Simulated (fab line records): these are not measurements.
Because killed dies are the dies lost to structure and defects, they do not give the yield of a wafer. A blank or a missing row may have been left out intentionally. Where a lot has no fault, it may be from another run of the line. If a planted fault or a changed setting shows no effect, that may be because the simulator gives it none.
fab line records    flow sky130
[record] lots = 5  wafers = 23
route steps=708 shown SD_P@326 SD_N@353 LI_CONTACT@364 LOCAL_INTERCONNECT@393 CONTACT@415
start-h: start of the lot's first displayed wafer, in hours after the record's first day    wait-h: hours elapsed since this lot's preceding step    " unchanged from the row above    L1.1+2: a single row standing in for several wafers    - no value, or no start given    * or withheld: withheld    < > ~ a bound
route shown NAME@n: a module of which the file shows steps, and the number in the route of the first    usual: mean and standard deviation over wafers with no fault    same: alike in all rows    chamber/n: place in a boat    sites: each site's reading    _std_site: standard deviation across them    _edge_site: outer sites' mean less inner sites'    radius-mm: how far each site lies from the wafer's centre    mask NAME#n: copy n    behind: the most recent tool/chamber to have shaped the wafer    hold: the reason the lot was held/the length of the hold in hours/how it ended    device: which transistor (n, p or np) failed to switch    end of line: the tests these same wafers got at the end of their route    a step given without rows: its recipe and nothing more    killed: count of dies lost to structure and defects at first sort (not the wafer's yield)    map: per-die view of a wafer (x killed, . not killed, _ where there is no die)
set.NAME: the setting as run; set.NAME@STEP: as run at that earlier step    model.NAME: the simulator's own value behind a step, which no gauge read
one table per step and one row per wafer, for lots whose settings were changed on purpose
[[steps]]
[step SKY_SD_P_DEVELOP_06]
[recipe] resist = NOVOLAK  developer = TMAH  develop-time-s = 60  dev-temp-c = 23
lot.wafer   tool            chamber  start-h  wait-h  set.develop-time-s
L077.1+4+5  litho-track-03  0        638.47   0.1     60
L079.1+2    litho-track-01  0        652.09   0.1     60
L079.4+5+6  "               0        "        "       55.04
L082.1+4    litho-track-03  0        665.22   0.1     60
L082.2+5+6  "               0        "        "       56.24
L083.1+2    litho-track-03  0        672.37   0.1     60
L083.3+4+6  "               0        "        "       54.79
L085.1+4+6  litho-track-03  0        685.17   0.1     54.07
L085.2+5    "               0        "        "       60
[step SKY_SD_P_CD_MEAS_07]
[recipe] target-cd-nm = 380
[usual] cd-nm = 380.1/2
lot.wafer  tool       chamber  start-h  wait-h  set.develop-time-s@SD_P_DEVELOP_06  cd-nm
L077.1     cd-sem-01  -        638.62   0.1     60                                  381.7
L077.4     "          -        "        "       60                                  381.7
L077.5     "          -        "        "       60                                  381.0
L079.1     cd-sem-01  -        652.24   0.1     60                                  377.8
L079.2     "          -        "        "       60                                  378.5
L079.4     "          -        "        "       55.04                               367.3
L079.5     "          -        "        "       55.04                               368.3
L079.6     "          -        "        "       55.04                               368.4
L082.1     cd-sem-02  -        665.37   0.1     60                                  379.3
L082.2     "          -        "        "       56.24                               373.3
L082.4     "          -        "        "       60                                  382.7
L082.5     "          -        "        "       56.24                               374.7
L082.6     "          -        "        "       56.24                               372.9
L083.1     cd-sem-02  -        672.52   0.1     60                                  380.9
L083.2     "          -        "        "       60                                  381.3
L083.3     "          -        "        "       54.79                               373.2
L083.4     "          -        "        "       54.79                               375.3
L083.6     "          -        "        "       54.79                               370.6
L085.1     cd-sem-01  -        685.32   0.1     54.07                               369.3
L085.2     "          -        "        "       60                                  378.5
L085.4     "          -        "        "       54.07                               367.2
L085.5     "          -        "        "       60                                  380.8
L085.6     "          -        "        "       54.07                               371.1
[step SKY_SD_P_IMPLANT_09]
[recipe] species = BF2  energy-kev = 20  dose-cm2 = 3e+15  tilt-deg = 0
lot.wafer       tool          chamber  start-h  wait-h  set.energy-kev  model.implant.rp-nm  model.implant.drp-nm
L077.1+4+5      implanter-04  0        638.78   0.0     20              16.86                9.746
L079.1+4+5      implanter-04  0        652.39   0.0     20.98           18.54                10.08
L079.2+6        "             0        "        "       20              17.86                9.746
L082.1+2+4+5+6  implanter-01  0        665.53   0.0     20              17.48                9.746
L083.1+3+6      implanter-04  0        672.68   0.0     20              16.69                9.746
L083.2+4        "             0        "        "       20.82           17.22                10.02
L085.1+2        implanter-01  0        685.48   0.0     20              17.41                9.746
L085.4+5+6      "             0        "        "       20.93           18.03                10.06
[step SKY_SD_P_STRIP_10]
[recipe] chemistry = O2/N2  power-w = 1400  pressure-mtorr = 1500  platen-temp-c = withheld  o2-flow-sccm = 3000  n2-flow-sccm = 300  overash-fraction = 0.5
[usual] strip-time-to-endpoint-s = 17.47/0.039
lot.wafer  tool             chamber  start-h  wait-h  set.energy-kev@SD_P_IMPLANT_09  strip-time-to-endpoint-s
L077.1     plasma-asher-02  1        638.93   0.1     20                              17.44
L077.4     "                0        "        "       20                              17.46
L077.5     "                1        "        "       20                              17.44
L079.1     plasma-asher-03  1        652.54   0.1     20.98                           17.59
L079.2     "                0        "        "       20                              17.44
L079.4     "                0        "        "       20.98                           17.57
L079.5     "                1        "        "       20.98                           17.58
L079.6     "                0        "        "       20                              17.43
L082.1     plasma-asher-04  1        665.68   0.1     20                              17.48
L082.2     "                0        "        "       20                              17.48
L082.4     "                1        "        "       20                              17.52
L082.5     "                0        "        "       20                              17.49
L082.6     "                1        "        "       20                              17.50
L083.1     plasma-asher-03  0        672.83   0.1     20                              17.50
L083.2     "                1        "        "       20.82                           17.66
L083.3     "                0        "        "       20                              17.51
L083.4     "                1        "        "       20.82                           17.64
L083.6     "                1        "        "       20                              17.54
L085.1     plasma-asher-02  1        685.63   0.1     20                              17.59
L085.2     "                0        "        "       20                              17.52
L085.4     "                0        "        "       20.93                           17.71
L085.5     "                0        "        "       20.93                           17.68
L085.6     "                1        "        "       20.93                           17.68
[step SKY_SD_N_STRIP_11]
[recipe] chemistry = O2/N2  power-w = 1400  pressure-mtorr = 1500  platen-temp-c = withheld  o2-flow-sccm = 3000  n2-flow-sccm = 300  overash-fraction = 0.5
[usual] strip-time-to-endpoint-s = 22.54/0.039
lot.wafer  tool             chamber  start-h  wait-h  set.o2-flow-sccm  strip-time-to-endpoint-s
L077.1     plasma-asher-02  0        694.93   0.1     3000              22.53
L077.4     "                0        "        "       3000              22.53
L077.5     "                1        "        "       3000              22.53
L079.1     plasma-asher-01  1        708.30   0.1     3000              22.52
L079.2     "                0        "        "       2852              22.59
L079.4     "                1        "        "       2852              22.63
L079.5     "                0        "        "       3000              22.48
L079.6     "                1        "        "       3000              22.49
L082.1     plasma-asher-01  0        721.23   0.1     3000              22.58
L082.2     "                1        "        "       3000              22.62
L082.4     "                0        "        "       3000              22.55
L082.5     "                1        "        "       3000              22.61
L082.6     "                0        "        "       3000              22.53
L083.1     plasma-asher-03  1        727.55   0.1     3000              22.55
L083.2     "                0        "        "       2674              22.78
L083.3     "                1        "        "       3000              22.61
L083.4     "                0        "        "       2674              22.69
L083.6     "                0        "        "       2674              22.72
L085.1     plasma-asher-01  1        739.84   0.1     3251              22.39
L085.2     "                0        "        "       3000              22.52
L085.4     "                0        "        "       3000              22.50
L085.5     "                1        "        "       3251              22.39
L085.6     "                0        "        "       3000              22.48
[step SKY_SD_N_CLEAN_13]
[recipe] chemistry = SC1/SC2  mix = 1:4:20  temp-c = 70  time-s = 150  dry = n2-spin
[step SKY_SD_N_RS_MEAS_17]
[recipe] thk-meas-gauge = four-point-probe
[usual] SD_P_RS = 147.2/0.39
lot.wafer  tool           chamber  start-h  wait-h  set.energy-kev@SD_P_IMPLANT_09  SD_P_RS[ohm/sq]
L077.1     film-metro-02  -        695.43   0.1     20                              147.6
L077.4     "              -        "        "       20                              147.5
L077.5     "              -        "        "       20                              147.5
L079.1     film-metro-04  -        708.80   0.1     20.98                           143.8
L079.2     "              -        "        "       20                              147.0
L079.4     "              -        "        "       20.98                           144.1
L079.5     "              -        "        "       20.98                           144.2
L079.6     "              -        "        "       20                              147.1
L082.1     film-metro-04  -        721.74   0.1     20                              147.4
L082.2     "              -        "        "       20                              147.0
L082.4     "              -        "        "       20                              146.9
L082.5     "              -        "        "       20                              147.2
L082.6     "              -        "        "       20                              147.3
L083.1     film-metro-04  -        728.08   0.1     20                              147.0
L083.2     "              -        "        "       20.82                           144.1
L083.3     "              -        "        "       20                              146.9
L083.4     "              -        "        "       20.82                           144.0
L083.6     "              -        "        "       20                              146.8
L085.1     film-metro-04  -        740.35   0.1     20                              147.6
L085.2     "              -        "        "       20                              147.6
L085.4     "              -        "        "       20.93                           144.9
L085.5     "              -        "        "       20.93                           144.5
L085.6     "              -        "        "       20.93                           144.2
[step SKY_LI_CONTACT_CMP_02]
[recipe] material = PSG  down-force-psi = 4  platen-rpm = 60  pad-velocity-m-s = 0.94248
lot.wafer  tool    chamber  start-h  wait-h  set.leave-above-ref-nm  model.PSG_of_LI_CONTACT_HDPCVD_00.thk-nm
L077.4     cmp-01  2        695.90   0.1     597.2                   596.7
L077.1     "       3        "        "       597.2                   598.1
L077.5     "       2        "        "       597.2                   596.3
L079.1     cmp-01  2        709.38   0.2     624.8                   625.3
L079.4     "       3        "        "       597.2                   598.5
L079.2+6   "       0,2      "        "       597.2                   597
L079.5     "       1        "        "       624.8                   626.1
L082.1     cmp-02  0        722.16   0.1     584.4                   584.8
L082.2     "       1        "        "       597.2                   598.1
L082.4     "       3        "        "       584.4                   585.2
L082.6     "       0        "        "       584.4                   584.4
L082.5     "       1        "        "       597.2                   597.6
L083.2     cmp-02  3        728.70   0.2     597.2                   596.4
L083.4     "       0        "        "       581.1                   581
L083.3     "       1        "        "       581.1                   582
L083.1     "       2        "        "       581.1                   578.5
L083.6     "       0        "        "       597.2                   597.9
L085.4     cmp-01  2        740.77   0.0     597.2                   594.9
L085.1     "       0        "        "       597.2                   597.6
L085.2     "       1        "        "       597.2                   597.5
L085.6     "       2        "        "       609.9                   610.2
L085.5     "       3        "        "       609.9                   610
[step SKY_LI_CONTACT_EXPOSE_09]
[recipe] mask-id = LICM1  na = 0.8  source-shape = annular  sigma-inner = 0.55  sigma-outer = 0.85  target-cd-nm = 170  dose-mj = 38
lot.wafer       tool            chamber  start-h  wait-h  mask     set.dose-mj
L077.1+4+5      krf-scanner-02  0        -        -       LICM1#0  38
L079.1+2+6      krf-scanner-01  0        -        -       LICM1#0  38
L079.4+5        "               0        "        "       LICM1#0  36.66
L082.1+6        krf-scanner-01  0        -        -       LICM1#0  38
L082.2+4+5      "               0        "        "       LICM1#0  38.89
L083.1+2+6      krf-scanner-01  0        -        -       LICM1#0  38
L083.3+4        "               0        "        "       LICM1#0  38.79
L085.1+2+4+5+6  krf-scanner-01  0        -        -       LICM1#0  38
[step SKY_LI_CONTACT_PEB_10]
[recipe] peb-temp-c = withheld  peb-time-s = withheld  resist = KrF-thick
[step SKY_LI_CONTACT_DEVELOP_11]
[recipe] develop-time-s = 60  resist = KrF-thick  dev-temp-c = 21
[step SKY_LI_CONTACT_CD_MEAS_12]
[recipe] target-cd-nm = 170
[usual] cd-nm = 169.8/1.4
lot.wafer  tool       chamber  start-h  wait-h  set.dose-mj@LI_CONTACT_EXPOSE_09  cd-nm
L077.1     cd-sem-01  -        723.40   -       38                                167.7
L077.4     "          -        "        "       38                                167.7
L077.5     "          -        "        "       38                                167.2
L079.1     cd-sem-02  -        736.81   -       38                                171.1
L079.2     "          -        "        "       38                                170.5
L079.4     "          -        "        "       36.66                             164.0
L079.5     "          -        "        "       36.66                             164.8
L079.6     "          -        "        "       38                                170.3
L082.1     cd-sem-01  -        750.23   -       38                                169.2
L082.2     "          -        "        "       38.89                             174.1
L082.4     "          -        "        "       38.89                             175.0
L082.5     "          -        "        "       38.89                             174.4
L082.6     "          -        "        "       38                                170.0
L083.1     cd-sem-02  -        756.37   -       38                                169.0
L083.2     "          -        "        "       38                                167.5
L083.3     "          -        "        "       38.79                             172.1
L083.4     "          -        "        "       38.79                             171.3
L083.6     "          -        "        "       38                                167.9
L085.1     cd-sem-02  -        768.03   -       38                                169.5
L085.2     "          -        "        "       38                                170.2
L085.4     "          -        "        "       38                                171.4
L085.5     "          -        "        "       38                                169.3
L085.6     "          -        "        "       38                                170.3
[step SKY_LI_CONTACT_ETCH_14]
[recipe] chemistry = N2/H2  target = BARC  ion-energy-ev = 200  source-w = 500  bias-w = 100  pressure-mtorr = 30  n2-flow-sccm = 100  h2-flow-sccm = 200  stop-on = SiO2  time-s = 45.9  target-depth-a = 600
lot.wafer  tool         chamber  start-h  wait-h  set.dose-mj@LI_CONTACT_EXPOSE_09  model.LI_CONTACT.cd-nm
L077.1     rie-diel-02  2        723.56   0.0     38                                167.5
L077.4     "            3        "        "       38                                168
L077.5     "            1        "        "       38                                168.1
L079.1     rie-diel-02  1        736.97   0.0     38                                172.3
L079.2     "            3        "        "       38                                170
L079.4     "            0        "        "       36.66                             164
L079.5     "            0        "        "       36.66                             164.6
L079.6     "            1        "        "       38                                171.1
L082.1     rie-diel-03  2        750.39   0.0     38                                168.8
L082.2     "            0        "        "       38.89                             174.4
L082.4     "            3        "        "       38.89                             174.7
L082.5     "            3        "        "       38.89                             173.2
L082.6     "            2        "        "       38                                169
L083.1     rie-diel-01  1        756.53   0.0     38                                168.7
L083.2     "            0        "        "       38                                168.1
L083.3     "            2        "        "       38.79                             173
L083.4     "            2        "        "       38.79                             173.2
L083.6     "            1        "        "       38                                168.8
L085.1     rie-diel-03  2        768.19   0.0     38                                168.9
L085.2     "            3        "        "       38                                170.9
L085.4     "            0        "        "       38                                171.4
L085.5     "            1        "        "       38                                169.8
L085.6     "            0        "        "       38                                170.6
[step SKY_LI_CONTACT_ETCH_15]
[recipe] target = PSG  chemistry = C4F8/O2/Ar  stop-on = Si  taper-deg = 4.15  mask-material = KrF-thick  source-w = 1500  bias-w = 1200  pressure-mtorr = 40  c4f8-flow-sccm = withheld  O2_flow_sccm = 6  Ar_flow_sccm = 300  time-s = withheld  target-depth-a = 6000
[usual] oes-product-au = 0.838/0.005
lot.wafer  tool         chamber  start-h  wait-h  set.leave-above-ref-nm@LI_CONTACT_CMP_02  set.dose-mj@LI_CONTACT_EXPOSE_09  oes-product-au  model.LI_CONTACT.cd-nm  model.LI_CONTACT.feature-depth-nm
L077.1     rie-diel-02  2        723.60   0.0     597.2                                     38                                0.836           167.6                   598.1
L077.4     "            3        "        "       597.2                                     38                                0.839           168.4                   596.7
L077.5     "            1        "        "       597.2                                     38                                0.838           167.3                   596.3
L079.1     rie-diel-02  1        737.01   0.0     624.8                                     38                                0.857           171.7                   625.3
L079.2     "            3        "        "       597.2                                     38                                0.838           170.6                   597
L079.4     "            0        "        "       597.2                                     36.66                             0.836           163.6                   598.5
L079.5     "            0        "        "       624.8                                     36.66                             0.863           164.2                   626.1
L079.6     "            1        "        "       597.2                                     38                                0.830           170.4                   597
L082.1     rie-diel-03  2        750.43   0.0     584.4                                     38                                0.833           169.2                   584.8
L082.2     "            0        "        "       597.2                                     38.89                             0.840           175.2                   598.1
L082.4     "            3        "        "       584.4                                     38.89                             0.833           174.4                   585.2
L082.5     "            3        "        "       597.2                                     38.89                             0.843           172.9                   597.6
L082.6     "            2        "        "       584.4                                     38                                0.833           169.4                   584.4
L083.1     rie-diel-01  1        756.57   0.0     581.1                                     38                                0.814           168.2                   578.5
L083.2     "            0        "        "       597.2                                     38                                0.835           167.9                   596.4
L083.3     "            2        "        "       581.1                                     38.79                             0.832           172.7                   582
L083.4     "            2        "        "       581.1                                     38.79                             0.820           172.7                   581
L083.6     "            1        "        "       597.2                                     38                                0.847           168.6                   597.9
L085.1     rie-diel-03  2        768.23   0.0     597.2                                     38                                0.841           168.8                   597.6
L085.2     "            3        "        "       597.2                                     38                                0.841           170.4                   597.5
L085.4     "            0        "        "       597.2                                     38                                0.840           171.7                   594.9
L085.5     "            1        "        "       609.9                                     38                                0.844           170.3                   610
L085.6     "            0        "        "       609.9                                     38                                0.852           171                     610.2
[step SKY_LI_CONTACT_CVD_21]
[recipe] material = W  target-thk-nm = 400  time-s = 120.56  temp-c = 400  pressure-torr = 40
lot.wafer  tool      chamber  start-h  wait-h  set.temp-c  model.W_of_LI_CONTACT_CVD_21.thk-nm
L077.1     cvd-w-02  1        724.12   0.0     400         395.6
L077.4     "         1        "        "       400         395.4
L077.5     "         0        "        "       400         395.8
L079.1     cvd-w-02  1        737.53   0.0     392.8       350.1
L079.2     "         0        "        "       400         400.5
L079.4     "         1        "        "       392.8       345.3
L079.5     "         0        "        "       400         395.3
L079.6     "         1        "        "       392.8       346.2
L082.1     cvd-w-02  0        750.96   0.0     400         396.2
L082.2     "         1        "        "       400         394.3
L082.4+5   "         1,0      "        "       400         392.9
L082.6     "         1        "        "       400         391.1
L083.1     cvd-w-02  1        757.09   0.0     394.3       356.8
L083.2     "         0        "        "       400         400.3
L083.3     "         1        "        "       400         400.6
L083.4     "         0        "        "       394.3       355.9
L083.6     "         1        "        "       394.3       357
L085.1     cvd-w-02  0        768.76   0.0     394.9       360.1
L085.2     "         1        "        "       400         387.8
L085.4     "         0        "        "       400         389.6
L085.5     "         1        "        "       400         394.9
L085.6     "         0        "        "       394.9       361.8
[step SKY_LI_CONTACT_RS_MEAS_22]
[recipe] thk-meas-gauge = four-point-probe  reads = W_of_LI_CONTACT_CVD_21+TiN_of_LI_CONTACT_SPUTTER_20+Ti_of_LI_CONTACT_SPUTTER_19
[usual] LI_CONTACT_W_RS = 0.287/0.0036
lot.wafer  tool           chamber  start-h  wait-h  set.temp-c@LI_CONTACT_CVD_21  LI_CONTACT_W_RS[ohm/sq]
L077.1     film-metro-03  -        724.25   0.1     400                           0.288
L077.4     "              -        "        "       400                           0.288
L077.5     "              -        "        "       400                           0.287
L079.1     film-metro-03  -        737.66   0.1     392.8                         0.326
L079.2     "              -        "        "       400                           0.284
L079.4     "              -        "        "       392.8                         0.330
L079.5     "              -        "        "       400                           0.288
L079.6     "              -        "        "       392.8                         0.329
L082.1     film-metro-04  -        751.09   0.1     400                           0.287
L082.2     "              -        "        "       400                           0.289
L082.4     "              -        "        "       400                           0.290
L082.5     "              -        "        "       400                           0.289
L082.6     "              -        "        "       400                           0.292
L083.1     film-metro-04  -        757.22   0.1     394.3                         0.319
L083.2     "              -        "        "       400                           0.284
L083.3     "              -        "        "       400                           0.285
L083.4     "              -        "        "       394.3                         0.320
L083.6     "              -        "        "       394.3                         0.320
L085.1     film-metro-02  -        768.89   0.1     394.9                         0.316
L085.2     "              -        "        "       400                           0.293
L085.4     "              -        "        "       400                           0.291
L085.5     "              -        "        "       400                           0.289
L085.6     "              -        "        "       394.9                         0.315
[step SKY_LI_CONTACT_THK_MEAS_23]
[recipe] thk-meas-gauge = xrf  reads = W_of_LI_CONTACT_CVD_21
[usual] LI_CONTACT_W_THK = 391/5.1
lot.wafer  tool           chamber  start-h  wait-h  set.temp-c@LI_CONTACT_CVD_21  LI_CONTACT_W_THK[nm]
L077.1     film-metro-03  -        724.37   0.1     400                           394
L077.4     "              -        "        "       400                           395
L077.5     "              -        "        "       400                           393
L079.1     film-metro-03  -        737.78   0.1     392.8                         350
L079.2     "              -        "        "       400                           400
L079.4     "              -        "        "       392.8                         343
L079.5     "              -        "        "       400                           394
L079.6     "              -        "        "       392.8                         345
L082.1     film-metro-04  -        751.21   0.1     400                           388
L082.2     "              -        "        "       400                           386
L082.4     "              -        "        "       400                           386
L082.5     "              -        "        "       400                           387
L082.6     "              -        "        "       400                           383
L083.1     film-metro-04  -        757.34   0.1     394.3                         351
L083.2     "              -        "        "       400                           398
L083.3     "              -        "        "       400                           392
L083.4     "              -        "        "       394.3                         350
L083.6     "              -        "        "       394.3                         352
L085.1     film-metro-02  -        769.01   0.1     394.9                         355
L085.2     "              -        "        "       400                           383
L085.4     "              -        "        "       400                           383
L085.5     "              -        "        "       400                           390
L085.6     "              -        "        "       394.9                         357
[step SKY_LOCAL_INTERCONNECT_COAT_06]
[recipe] resist = KrF-thick  spin-rpm = 3000  resist-thk-nm = 450
lot.wafer  tool            chamber  start-h  wait-h  set.spin-rpm  model.KrF-thick_of_LOCAL_INTERCONNECT_COAT_06.thk-nm
L077.1+5   litho-track-04  0        -        -       3000          450.6
L077.4     "               0        "        "       3000          450.3
L079.1     litho-track-04  0        -        -       3171          437.4
L079.2     "               0        "        "       3000          450.4
L079.4     "               0        "        "       3000          450.3
L079.5     "               0        "        "       3000          450.8
L079.6     "               0        "        "       3171          438.5
L082.1     litho-track-03  0        -        -       3216          436
L082.2+4   "               0        "        "       3216          435.1
L082.5+6   "               0        "        "       3000          450
L083.1     litho-track-01  0        -        -       3000          450.7
L083.2     "               0        "        "       2913          458.8
L083.3     "               0        "        "       2913          458
L083.4     "               0        "        "       3000          452.3
L083.6     "               0        "        "       2913          458.9
L085.1     litho-track-04  0        -        -       3000          448.4
L085.2     "               0        "        "       3000          449.1
L085.4     "               0        "        "       3000          447.6
L085.5     "               0        "        "       3000          447.7
L085.6     "               0        "        "       3000          448
[step SKY_LOCAL_INTERCONNECT_METAL_ETCH_14]
[recipe] target-depth-nm = 110  stop-on = PSG  chemistry = Cl2/BCl3  target = TiN  resist-sidewall-deg = 88  pressure-mtorr = 10  icp-w = 900  bias-w = 48.5  Cl2_flow_sccm = 60  bcl3-flow-sccm = 30  time-s = 31.4
lot.wafer   tool          chamber  start-h  wait-h  set.bias-w
L077.1+4+5  rie-metal-02  1,0,1    752.19   0.0     48.5
L079.1+5+6  rie-metal-02  0,1,0    766.24   0.0     46.75
L079.2+4    "             1,0      "        "       48.5
L082.1+4+5  rie-metal-02  0,1,0    779.17   0.0     48.5
L082.2+6    "             1        "        "       43.9
L083.1+2    rie-metal-02  1,0      785.14   0.0     42.74
L083.3+4+6  "             0,1,0    "        "       48.5
L085.1+2+5  rie-metal-03  0,1,1    797.02   0.0     48.5
L085.4+6    "             1,0      "        "       44.57
[step SKY_LOCAL_INTERCONNECT_STRIP_15]
[recipe] chemistry = O2/N2  power-w = 1400  pressure-mtorr = 1500  platen-temp-c = withheld  o2-flow-sccm = 3000  n2-flow-sccm = 300  overash-fraction = 0.5
[usual] strip-time-to-endpoint-s = 4.726/0.022
lot.wafer  tool             chamber  start-h  wait-h  set.spin-rpm@LOCAL_INTERCONNECT_COAT_06  strip-time-to-endpoint-s
L077.1     plasma-asher-04  1        752.24   0.0     3000                                     4.711
L077.4     "                0        "        "       3000                                     4.747
L077.5     "                1        "        "       3000                                     4.738
L079.1     plasma-asher-03  1        766.30   0.0     3171                                     4.622
L079.2     "                0        "        "       3000                                     4.737
L079.4     "                1        "        "       3000                                     4.751
L079.5     "                0        "        "       3000                                     4.721
L079.6     "                1        "        "       3171                                     4.619
L082.1     plasma-asher-03  1        779.23   0.0     3216                                     4.595
L082.2     "                0        "        "       3216                                     4.578
L082.4     "                0        "        "       3216                                     4.561
L082.5     "                1        "        "       3000                                     4.752
L082.6     "                0        "        "       3000                                     4.739
L083.1     plasma-asher-03  0        785.20   0.0     3000                                     4.721
L083.2     "                1        "        "       2913                                     4.834
L083.3     "                1        "        "       2913                                     4.830
L083.4     "                0        "        "       3000                                     4.720
L083.6     "                1        "        "       2913                                     4.830
L085.1     plasma-asher-02  0        797.08   0.0     3000                                     4.695
L085.2     "                1        "        "       3000                                     4.702
L085.4     "                1        "        "       3000                                     4.677
L085.5     "                1        "        "       3000                                     4.717
L085.6     "                0        "        "       3000                                     4.736
[step SKY_CONTACT_COAT_09]
[recipe] resist = KrF-thick  spin-rpm = 3000  resist-thk-nm = 450
lot.wafer  tool            chamber  start-h  wait-h  set.resist-thk-nm  model.KrF-thick_of_CONTACT_COAT_09.thk-nm
L077.1     litho-track-01  0        -        -       450                449.6
L077.4     "               0        "        "       450                451
L077.5     "               0        "        "       450                450.7
L079.1     litho-track-02  0        -        -       430.5              430.2
L079.2     "               0        "        "       450                451.3
L079.4     "               0        "        "       430.5              432.4
L079.5     "               0        "        "       430.5              431
L079.6     "               0        "        "       450                449.3
L082.1+4   litho-track-04  0        -        -       470                470.4
L082.2     "               0        "        "       450                450.4
L082.5     "               0        "        "       450                450.7
L082.6     "               0        "        "       470                469.7
L083.1     litho-track-04  0        -        -       450                448.5
L083.2     "               0        "        "       468.8              466.4
L083.3     "               0        "        "       450                447.1
L083.4     "               0        "        "       468.8              466.5
L083.6     "               0        "        "       468.8              467.4
L085.1     litho-track-04  0        -        -       450                450.2
L085.2     "               0        "        "       466.6              467.6
L085.4+6   "               0        "        "       450                449.5
L085.5     "               0        "        "       466.6              466.7
[[key]]
[split] step = SKY_SD_P_DEVELOP_06  setting = develop-time-s  stated = 60  by = wafer
[response] step = SKY_SD_P_CD_MEAS_07  reading = cd-nm  change = +1.08  per = 1%  r = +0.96
[split] step = SKY_SD_P_IMPLANT_09  setting = energy-kev  stated = 20  by = wafer
[response] step = SKY_SD_P_IMPLANT_09  reading = model.implant.rp-nm  change = +0.135  per = 1%  r = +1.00
[response] step = SKY_SD_P_IMPLANT_09  reading = model.implant.drp-nm  change = +0.068  per = 1%  r = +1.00
[response] step = SKY_SD_P_STRIP_10  reading = strip-time-to-endpoint-s  change = *  per = 1%  r = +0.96
[response] step = SKY_SD_N_RS_MEAS_17  reading = SD_P_RS  change = -0.652  per = 1%  r = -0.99
[split] step = SKY_SD_N_STRIP_11  setting = o2-flow-sccm  stated = 3000  by = wafer
[response] step = SKY_SD_N_STRIP_11  reading = strip-time-to-endpoint-s  change = *  per = 1%  r = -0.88
[split] step = SKY_LI_CONTACT_CMP_02  setting = leave-above-ref-nm  stated = 597.2  by = wafer
[response] step = SKY_LI_CONTACT_CMP_02  reading = model.PSG_of_LI_CONTACT_HDPCVD_00.thk-nm  change = +6.15  per = 1%  r = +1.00
[response] step = SKY_LI_CONTACT_ETCH_15  reading = oes-product-au  change = +0.0054  per = 1%  r = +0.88
[response] step = SKY_LI_CONTACT_ETCH_15  reading = model.LI_CONTACT.feature-depth-nm  change = +6.15  per = 1%  r = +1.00
[split] step = SKY_LI_CONTACT_EXPOSE_09  setting = dose-mj  stated = 38  by = wafer
[response] step = SKY_LI_CONTACT_CD_MEAS_12  reading = cd-nm  change = +1.84  per = 1%  r = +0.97
[response] step = SKY_LI_CONTACT_ETCH_14  reading = model.LI_CONTACT.cd-nm  change = +2.06  per = 1%  r = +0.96
[response] step = SKY_LI_CONTACT_ETCH_15  reading = model.LI_CONTACT.cd-nm  change = +2.04  per = 1%  r = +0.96
[split] step = SKY_LI_CONTACT_CVD_21  setting = temp-c  stated = 400  by = wafer
[response] step = SKY_LI_CONTACT_CVD_21  reading = model.W_of_LI_CONTACT_CVD_21.thk-nm  change = +27.8  per = 1%  r = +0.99
[response] step = SKY_LI_CONTACT_RS_MEAS_22  reading = LI_CONTACT_W_RS  change = -0.0228  per = 1%  r = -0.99
[response] step = SKY_LI_CONTACT_THK_MEAS_23  reading = LI_CONTACT_W_THK  change = +27.8  per = 1%  r = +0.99
[split] step = SKY_LOCAL_INTERCONNECT_COAT_06  setting = spin-rpm  stated = 3000  by = wafer
[response] step = SKY_LOCAL_INTERCONNECT_COAT_06  reading = model.KrF-thick_of_LOCAL_INTERCONNECT_COAT_06.thk-nm  change = -2.13  per = 1%  r = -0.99
[response] step = SKY_LOCAL_INTERCONNECT_STRIP_15  reading = strip-time-to-endpoint-s  change = *  per = 1%  r = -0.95
[split] step = SKY_LOCAL_INTERCONNECT_METAL_ETCH_14  setting = bias-w  stated = 48.5  by = wafer
response none clear
[split] step = SKY_CONTACT_COAT_09  setting = resist-thk-nm  stated = 450  by = wafer
[response] step = SKY_CONTACT_COAT_09  reading = model.KrF-thick_of_CONTACT_COAT_09.thk-nm  change = +4.5  per = 1%  r = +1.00
